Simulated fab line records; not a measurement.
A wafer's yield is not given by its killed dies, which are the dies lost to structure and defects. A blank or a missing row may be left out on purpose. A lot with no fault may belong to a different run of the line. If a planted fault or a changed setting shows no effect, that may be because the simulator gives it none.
fab line records	flow sky130
[record] lots = 13	wafers = 39	last_day = 49
route steps=708 shown POLY_GATE@204 METAL5@661 PASSIVATION@693 PAD_OPEN@707
lots that met no fault: taken from a fault-free run of the same line
start_h: hours from the record's opening day to when the first of the lot's shown wafers began	wait_h: hours from the lot's prior step to this one	" repeats the value in the row above	L1.1+2: one row covering several wafers at once	- no value, or no start given	* or withheld: withheld	< > ~ a bound
route shown NAME@n: names a module that has steps shown in the file, with the first one's number in the route	usual: mean and standard deviation over wafers with no fault	same: alike in all rows	chamber/n: place in a boat	sites: the reading at each site	_std_site: standard deviation of those values	_edge_site: mean of outer sites minus mean of inner sites	radius_mm: for every site, how far away it sits from the centre of the wafer	mask NAME#n: copy n	behind: tool/chamber where the wafer was last shaped	hold: why the lot went on hold/how many hours it stayed there/how the hold came to an end	device: transistor that didn't switch, given as n, p or np	end of line: the route-end tests of the same wafers	a step without rows: its recipe alone	killed: not the wafer's yield, but the dies lost to structure and defects at the first sort	map: a wafer's dies, x killed, . not, _ none there
set.NAME: the setting that was run; set.NAME@STEP: the one run at that earlier step	model.NAME: the simulator's own value behind a step, which no gauge read
route steps across a sampled set of lots; one table per step, one row per wafer
services: the hour from which a tool's chamber was out of use, counted from the record's first day as start_h (under 0 if before that day), plus the number of hours and why
[[steps]]
[step SKY_POLY_GATE_CVD_00]
[recipe] material = poly-Si	target_thk_nm = 180	temp_c = 620	time_s = 720	pressure_mtorr = 200
[usual] spike_tc_centre_C = 620.2/1.7	spike_tc_upper_C = 619.1/1
lot.wafer	tool	chamber	start_h	wait_h	spike_tc_centre_C	spike_tc_upper_C
L136.1	lpcvd-01	0	317.11	0.0	618.9	617.7
L136.3	"	0	"	"	621.4	618.3
L136.4	"	0	"	"	620.5	620.3
L137.1	lpcvd-01	0	323.00	0.0	621.8	618.7
L137.2	"	0	"	"	617.9	619.0
L137.5	"	0	"	"	619.3	618.9
L138.2	lpcvd-01	0	323.00	0.0	619.1	618.8
L138.3	"	0	"	"	618.9	619.1
L138.4	"	0	"	"	617.8	619.8
L139.1	lpcvd-01	0	337.91	0.0	619.5	618.0
L139.3	"	0	"	"	619.7	617.4
L139.5	"	0	"	"	620.1	619.7
L140.4	lpcvd-01	1	350.34	0.0	623.4	619.5
L140.5	"	1	"	"	620.8	619.7
L140.6	"	1	"	"	621.6	620.3
L142.3	lpcvd-01	1	362.22	0.0	621.3	619.3
L142.4	"	1	"	"	622.5	618.3
L142.5	"	1	"	"	622.9	619.1
L143.1	lpcvd-01	1	365.48	0.0	621.2	618.6
L143.2	"	1	"	"	622.3	620.7
L143.5	"	1	"	"	622.1	618.6
L144.1	lpcvd-01	1	381.54	0.0	622.7	617.8
L144.2	"	1	"	"	624.4	619.5
L144.6	"	1	"	"	621.8	619.7
L145.3	lpcvd-01	0	385.25	0.0	620.1	618.7
L145.5	"	0	"	"	618.5	619.0
L145.6	"	0	"	"	618.9	620.1
L146.1	lpcvd-01	1	391.45	0.0	622.1	620.0
L146.2	"	1	"	"	620.4	618.7
L146.6	"	1	"	"	621.8	619.6
L147.1	lpcvd-01	0	391.45	0.0	621.4	619.9
L147.4	"	0	"	"	617.7	620.9
L147.5	"	0	"	"	619.5	620.9
L154.2	lpcvd-01	0	469.68	0.7	617.3	620.4
L154.3	"	0	"	"	619.9	617.9
L154.4	"	0	"	"	619.4	618.6
L156.4	lpcvd-01	0	477.30	0.0	619.2	620.5
L156.5	"	0	"	"	618.1	619.1
L156.6	"	0	"	"	618.7	617.2
[step SKY_METAL5_SPUTTER_00]
[recipe] material = Ti	target_thk_nm = 15	power_w = 3000	time_s = 10	chamber_pressure_pa = 0.4
[usual] throttle_valve_pct = 30.3/0.93
lot.wafer	tool	chamber	start_h	wait_h	throttle_valve_pct
L136.1	pvd_sputter-02	-	1009.17	0.2	28.2
L136.3	"	-	"	"	30.0
L136.4	"	-	"	"	29.9
L137.1	pvd_sputter-03	-	1011.76	0.1	31.1
L137.2	"	-	"	"	29.4
L137.5	"	-	"	"	31.2
L138.2	pvd_sputter-02	-	1014.36	0.2	28.1
L138.3	"	-	"	"	29.7
L138.4	"	-	"	"	30.6
L139.1	pvd_sputter-04	-	1027.75	0.2	30.7
L139.3	"	-	"	"	29.6
L139.5	"	-	"	"	30.9
L140.4	pvd_sputter-02	-	1033.12	0.1	30.1
L140.5	"	-	"	"	30.1
L140.6	"	-	"	"	29.8
L142.3	pvd_sputter-02	-	1044.46	0.2	29.9
L142.4	"	-	"	"	29.9
L142.5	"	-	"	"	29.7
L143.1	pvd_sputter-02	-	1048.27	0.2	28.3
L143.2	"	-	"	"	29.8
L143.5	"	-	"	"	28.6
L144.1	pvd_sputter-03	-	1057.33	0.1	31.4
L144.2	"	-	"	"	31.3
L144.6	"	-	"	"	30.8
L145.3	pvd_sputter-03	-	1065.28	0.1	30.9
L145.5	"	-	"	"	30.7
L145.6	"	-	"	"	31.4
L147.1	pvd_sputter-03	-	1069.52	0.2	31.1
L147.4	"	-	"	"	29.1
L147.5	"	-	"	"	31.0
L146.1	pvd_sputter-03	-	1075.07	0.2	31.1
L146.2	"	-	"	"	29.3
L146.6	"	-	"	"	31.5
L154.2	pvd_sputter-02	-	1122.43	0.2	30.2
L154.3	"	-	"	"	28.4
L154.4	"	-	"	"	30.0
L156.4	pvd_sputter-03	-	1125.77	0.2	29.3
L156.5	"	-	"	"	29.2
L156.6	"	-	"	"	31.0
[step SKY_PASSIVATION_STRIP_12]
[recipe] chemistry = O2/N2	power_w = 1400	pressure_mtorr = 1500	platen_temp_c = withheld	overash_fraction = 0.7	o2_flow_sccm = 3000	n2_flow_sccm = 300
[usual] drypump_motor_current_A = 6.14/0.2	o2_flow_sccm = 2999/8.5	oes_product_au = 0.661/0.0043	strip_time_to_endpoint_s = 31.59/0.14
lot.wafer	tool	chamber	start_h	wait_h	drypump_motor_current_A	o2_flow_sccm	oes_product_au	rf_hours_counter_h	strip_time_to_endpoint_s
L136.1	plasma_asher-04	1	1055.74	0.1	6.31	3008	0.663	62	31.39
L136.3	"	1	"	"	6.31	3006	0.658	-	31.47
L136.4	"	0	"	"	5.92	2984	0.658	-	31.49
L137.1	plasma_asher-04	0	1058.88	0.1	5.91	3011	0.658	63	31.73
L137.2	"	1	"	"	6.31	2998	0.659	63	31.78
L137.5	"	1	"	"	6.33	2991	0.662	-	31.73
L138.2	plasma_asher-04	0	1059.58	0.1	5.88	2994	0.656	63	31.72
L138.3	"	1	"	"	6.33	3002	0.664	-	31.53
L138.4	"	0	"	"	5.90	2995	0.660	-	31.72
L139.1	plasma_asher-03	0	1070.54	0.1	6.45	3006	0.671	1	31.29
L139.3	"	1	"	"	6.09	3003	0.669	-	31.42
L139.5	"	0	"	"	6.44	2992	0.662	-	31.41
L140.4	plasma_asher-03	0	1078.52	0.1	6.48	2996	0.663	-	31.50
L140.5	"	0	"	"	6.46	3009	0.663	-	31.41
L140.6	"	1	"	"	6.09	2991	0.661	-	31.36
L142.3	plasma_asher-03	1	1089.71	0.1	6.09	2994	0.655	-	31.46
L142.4	"	0	"	"	6.46	3000	0.668	-	31.35
L142.5	"	0	"	"	6.46	2989	0.656	-	31.45
L143.1	plasma_asher-04	1	1091.44	0.1	6.32	3009	0.661	66	31.45
L143.2	"	0	"	"	5.94	3000	0.656	66	31.58
L143.5	"	1	"	"	6.35	3002	0.662	-	31.42
L144.1	plasma_asher-02	1	1101.08	0.1	6.15	3007	0.660	96	31.74
L144.2	"	0	"	"	5.96	2994	0.672	96	31.63
L144.6	"	0	"	"	5.94	2999	0.653	-	31.57
L145.3	plasma_asher-02	1	1107.82	0.1	6.15	3006	0.669	-	31.74
L145.5	"	0	"	"	5.98	3007	0.659	-	31.70
L145.6	"	1	"	"	6.14	3001	0.662	-	31.65
L147.1	plasma_asher-03	1	1111.01	0.1	6.08	3006	0.658	4	31.64
L147.4	"	0	"	"	6.45	2991	0.655	-	31.75
L147.5	"	0	"	"	6.44	3001	0.664	-	31.68
L146.1	plasma_asher-04	1	1115.23	0.1	6.31	3004	0.664	68	31.64
L146.2	"	0	"	"	5.89	3005	0.664	68	31.77
L146.6	"	0	"	"	5.88	3004	0.665	-	31.67
L154.2	plasma_asher-04	0	1159.93	0.1	5.88	3013	0.654	72	31.43
L154.3	"	1	"	"	6.33	2999	0.666	-	31.63
L154.4	"	0	"	"	5.91	3013	0.666	-	31.71
L156.4	plasma_asher-03	1	1162.12	0.1	6.09	2986	0.666	-	31.57
L156.5	"	1	"	"	6.08	2992	0.666	-	31.88
L156.6	"	0	"	"	6.43	2986	0.664	-	31.73
[step SKY_PAD_OPEN_BOW_MEAS_13]
[recipe] mode = bow
[usual] PAD_OPEN_BOW = 49/8.4
lot.wafer	tool	chamber	start_h	wait_h	PAD_OPEN_BOW[um]
L136.1	film_metro-02	-	1079.34	-	58
L136.3	"	-	"	"	50
L136.4	"	-	"	"	46
L137.1	film_metro-02	-	1081.30	-	69
L137.2	"	-	"	"	63
L137.5	"	-	"	"	58
L138.2	film_metro-02	-	1082.67	-	50
L138.3	"	-	"	"	53
L138.4	"	-	"	"	43
L139.1	film_metro-04	-	1094.49	-	43
L139.3	"	-	"	"	47
L139.5	"	-	"	"	38
L140.4	film_metro-04	-	1102.05	-	44
L140.5	"	-	"	"	37
L140.6	"	-	"	"	37
L142.3	film_metro-04	-	1112.80	-	60
L142.4	"	-	"	"	52
L142.5	"	-	"	"	37
L143.1	film_metro-03	-	1113.94	-	58
L143.2	"	-	"	"	39
L143.5	"	-	"	"	35
L144.1	film_metro-04	-	1122.70	-	43
L144.2	"	-	"	"	48
L144.6	"	-	"	"	38
L145.3	film_metro-04	-	1129.29	-	55
L145.5	"	-	"	"	33
L145.6	"	-	"	"	42
L147.1	film_metro-03	-	1133.23	-	39
L147.4	"	-	"	"	50
L147.5	"	-	"	"	51
L146.1	film_metro-04	-	1137.01	-	42
L146.2	"	-	"	"	55
L146.6	"	-	"	"	63
L154.2	film_metro-03	-	1178.32	-	49
L154.3	"	-	"	"	40
L154.4	"	-	"	"	38
L156.4	film_metro-04	-	1180.68	-	59
L156.5	"	-	"	"	41
L156.6	"	-	"	"	51
[step SKY_PAD_OPEN_PROBE_99]
[usual] killed_at_M0_to_M3 = 45/7	killed_at_M4_up = 3.4/1.8	killed_at_contacts = 24/5.4	killed_at_front_end = 16/4.8	killed_at_other = 0.4/0.62	killed_dies = 89/10	killed_open = 48/7.2	killed_short = 40/6.3
[same] gross_dies = 492	killed_at_back_side = 0
lot.wafer	tool	chamber	start_h	wait_h	killed_at_M0_to_M3	killed_at_M4_up	killed_at_contacts	killed_at_front_end	killed_at_other	killed_dies	killed_open	killed_short
L137.1	prober-01	-	1081.42	0.1	47	1	27	8	0	83	48	35
L137.2	prober-01	-	1081.47	0.1	35	3	15	15	0	68	37	30
L137.5	prober-01	-	1081.62	0.2	40	4	26	23	1	94	35	59
L140.4	prober-02	-	1102.26	0.2	53	4	20	13	0	90	37	51
L140.5	prober-02	-	1102.31	0.2	57	5	16	17	0	95	58	36
L140.6	prober-02	-	1102.36	0.2	52	2	15	15	0	84	43	40
L154.2	prober-01	-	1178.47	0.1	39	2	11	67	0	119	34	31
L154.3	prober-01	-	1178.52	0.2	43	3	17	75	0	138	45	30
L154.4	prober-01	-	1178.57	0.2	39	5	21	61	0	126	38	33
L156.4	prober-02	-	1180.89	0.2	44	2	23	71	1	141	42	41
L156.5	prober-02	-	1180.94	0.2	44	5	24	65	0	138	40	45
L156.6	prober-02	-	1180.99	0.2	46	3	20	69	1	139	36	43
// killed by level:class
L137.1 CONTACT:geometric_particle:open=11 VIA1:geometric_particle:open=10 VIA2:geometric_particle:open=9 VIA1:geometric_particle:short=8 LOCAL_INTERCONNECT:geometric_particle:short=6 LI_CONTACT:geometric_particle:open=5 VIA3:geometric_particle:open=5 FIELD_ISO:geometric_particle:open=3
L137.2 VIA1:geometric_particle:open=9 CONTACT:geometric_particle:open=7 VIA2:geometric_particle:open=6 METAL1:geometric_particle:short=5 POLY_GATE:geometric_particle:short=4 METAL2:geometric_particle:short=4 VIA2:geometric_particle:short=4 FIELD_ISO:geometric_particle:open=3
L137.5 FIELD_ISO:geometric_particle:short=11 CONTACT:geometric_particle:open=8 METAL1:geometric_particle:short=7 VIA3:geometric_particle:open=7 POLY_GATE:geometric_particle:short=5 LOCAL_INTERCONNECT:geometric_particle:short=5 LI_CONTACT:geometric_particle:open=5 VIA1:geometric_particle:open=5
L140.4 VIA1:geometric_particle:short=13 VIA1:geometric_particle:open=9 CONTACT:geometric_particle:open=7 METAL3:geometric_particle:short=7 LI_CONTACT:geometric_particle:open=6 METAL1:geometric_particle:short=6 METAL2:geometric_particle:short=5 VIA3:geometric_particle:short=4
L140.5 VIA1:geometric_particle:open=13 VIA2:geometric_particle:open=9 CONTACT:geometric_particle:open=8 METAL1:geometric_particle:short=7 FIELD_ISO:geometric_particle:open=6 METAL2:geometric_particle:short=6 VIA3:geometric_particle:open=6 METAL4:geometric_particle:short=4
L140.6 VIA1:geometric_particle:open=17 METAL1:geometric_particle:short=9 VIA3:geometric_particle:open=7 POLY_GATE:geometric_particle:short=6 CONTACT:geometric_particle:open=6 FIELD_ISO:geometric_particle:short=5 METAL3:geometric_particle:short=4 POLY_GATE:geometric_particle:open=3
L154.2 POLY_GATE:unspecified=53 VIA1:geometric_particle:open=11 VIA2:geometric_particle:open=6 VIA3:geometric_particle:short=5 LI_CONTACT:geometric_particle:open=4 METAL1:geometric_particle:short=4 FIELD_ISO:geometric_particle:open=3 POLY_GATE:geometric_particle:open=3
L154.3 POLY_GATE:unspecified=62 VIA1:geometric_particle:open=11 CONTACT:geometric_particle:open=7 VIA2:geometric_particle:open=7 VIA1:geometric_particle:short=6 VIA3:geometric_particle:open=6 POLY_GATE:geometric_particle:short=4 CONTACT:geometric_particle:short=4
L154.4 POLY_GATE:unspecified=55 VIA1:geometric_particle:open=15 CONTACT:geometric_particle:open=7 LOCAL_INTERCONNECT:geometric_particle:short=6 VIA1:geometric_particle:short=6 FIELD_ISO:geometric_particle:open=5 VIA3:geometric_particle:open=5 METAL4:geometric_particle:short=4
L156.4 POLY_GATE:unspecified=58 METAL2:geometric_particle:short=8 FIELD_ISO:geometric_particle:open=7 VIA2:geometric_particle:open=7 LI_CONTACT:geometric_particle:open=6 LOCAL_INTERCONNECT:geometric_particle:short=6 VIA1:geometric_particle:open=6 CONTACT:geometric_particle:short=5
L156.5 POLY_GATE:unspecified=53 METAL2:geometric_particle:short=9 LI_CONTACT:geometric_particle:open=7 CONTACT:geometric_particle:open=7 VIA1:geometric_particle:open=7 VIA1:geometric_particle:short=5 METAL3:geometric_particle:short=5 METAL4:geometric_particle:short=5
L156.6 POLY_GATE:unspecified=60 CONTACT:geometric_particle:open=8 VIA1:geometric_particle:short=7 VIA1:geometric_particle:open=7 VIA2:geometric_particle:open=7 VIA3:geometric_particle:open=7 LOCAL_INTERCONNECT:geometric_particle:short=6 METAL2:geometric_particle:short=6
[[services]]
tool	chamber	start_h	hours	kind
plasma_asher-02	-	307.36	22.6	repair
lpcvd-01	-	331.02	0.9	repair
plasma_asher-04	-	402.15	2.4	repair
plasma_asher-04	-	421.25	9.0	pm
plasma_asher-04	-	441.50	1.0	repair
plasma_asher-04	-	477.43	4.0	pm
lpcvd-01	-	630.69	0.4	repair
plasma_asher-03	-	653.01	2.8	pm
pvd_sputter-02	-	664.55	0.7	repair
pvd_sputter-02	-	672.58	3.7	repair
plasma_asher-04	-	677.87	2.8	pm
plasma_asher-03	-	788.57	1.2	repair
plasma_asher-03	-	805.26	26.3	pm
pvd_sputter-03	-	816.81	5.6	repair
pvd_sputter-02	-	842.51	5.4	repair
pvd_sputter-02	-	877.15	2.6	repair
pvd_sputter-02	-	887.45	5.4	repair
pvd_sputter-02	-	931.93	4.5	repair
plasma_asher-04	-	972.28	5.6	repair
pvd_sputter-03	-	1053.29	4.0	repair
pvd_sputter-03	-	1054.10	0.7	repair
plasma_asher-03	-	1055.25	9.0	pm
plasma_asher-04	-	1083.57	0.4	repair
lpcvd-01	-	1161.28	0.7	repair
[[key]]
[first_sign] step = SKY_PAD_OPEN_PROBE_99	reading = killed_at_front_end	direction = up	sigmas = 11	usual = 16	struck = 68
[effect] step = SKY_PAD_OPEN_PROBE_99	reading = killed_dies	direction = up	sigmas = 4.4	usual = 89	struck = 134
met_at SKY_POLY_GATE_CVD_00
struck_lots L154,L156
struck_wafers L154.2,L154.3,L154.4,L156.4,L156.5,L156.6
tester_left_out L154,L156
not_acting_at SKY_METAL5_SPUTTER_00,SKY_PASSIVATION_STRIP_12,SKY_PAD_OPEN_BOW_MEAS_13
onset_between 391.45 469.68
also_fits time
[fault] kind = chamber_particle_source	tool = lpcvd-01	chamber = 0	onset_h = 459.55	steps = SKY_POLY_GATE_CVD_00	rate_per_visit_cm2 = 1.0926	end_h = 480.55
// tester_left_out: of these lots the tester's yield and bins aren't shown, on N5 and GAA mostly nor the transistor test; their killed dies are dies lost to structure and defects alone, not to doping, threshold or leakage, so they don't give the yield
